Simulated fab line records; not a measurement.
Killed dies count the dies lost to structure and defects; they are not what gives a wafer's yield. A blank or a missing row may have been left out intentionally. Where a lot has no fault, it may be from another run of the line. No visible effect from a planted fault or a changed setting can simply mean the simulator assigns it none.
Which tool did it? ; flow sky130 ; 6 lots, 18 wafers sampled, at 3 steps of a route of 708

== WHAT EACH GAUGE READ, for each wafer ==
SKY_VT_ADJUST_LVTN_TW_MEAS_21.
lot;measured;on;VT_ADJUST_LVTN_2_TW
L525;day 8 00:38;filmMetro-03;189.4 189.1 189.5
L527;day 8 09:37;filmMetro-04;188.2 188.2 187.8
L538;day 11 20:35;filmMetro-03;190.5 190.3 190.5
L540;day 12 10:55;filmMetro-04;188.1 188.6 188.0
L543;day 13 02:16;filmMetro-03;190.6 191.4 190.4
L546;day 13 21:50;filmMetro-03;191.6 190.8 190.5

== TOOL THAT RAN EACH LOT (tool first, then ch and the chambers of the sampled wafers, then the start) ==
lot;SKY_VT_ADJUST_LVTN_STRIP_09;SKY_VT_ADJUST_LVTN_STRIP_20
L525;plasmaAsher-03 ch 0,1, day 7 04:26;plasmaAsher-04 ch 0,1, day 8 00:32
L527;plasmaAsher-01 ch 0,1, day 7 13:20;plasmaAsher-04 ch 0,1, day 8 09:32
L538;plasmaAsher-01 ch 0,1, day 10 20:23;plasmaAsher-04 ch 0,1, day 11 20:29
L540;plasmaAsher-04 ch 0,1, day 11 09:56;plasmaAsher-03 ch 0,1, day 12 10:49
L543;plasmaAsher-04 ch 0,1, day 12 00:53;plasmaAsher-04 ch 1, day 13 02:09
L546;plasmaAsher-01 ch 0,1, day 12 20:12;plasmaAsher-03 ch 0,1, day 13 21:44
- SKY_VT_ADJUST_LVTN_STRIP_09: strips in O2/N2.
- SKY_VT_ADJUST_LVTN_STRIP_20: strips in O2/N2.

== THE ANSWER, worked out from the rows above alone ==
Rule: the usual values come from the lots themselves. The widest of any qualifying gaps counts: lots, ordered by their means at a reading, are off when they make up no more than a third of the lots, leave a main group of 4 or more, and stand apart from it by 3 or more times the standard deviation of that group's means. Not used: any main group whose means are identical at the precision the tables above print for the reading. Also off: a lot with no number at a reading for which 4 or more lots have one. Where the step has rows for the other lots, those lots are counted as sound.
No lot is off on any of the readings shown, so nothing can be concluded from this.

== WHAT WAS PUT IN BY THE SIMULATOR ==
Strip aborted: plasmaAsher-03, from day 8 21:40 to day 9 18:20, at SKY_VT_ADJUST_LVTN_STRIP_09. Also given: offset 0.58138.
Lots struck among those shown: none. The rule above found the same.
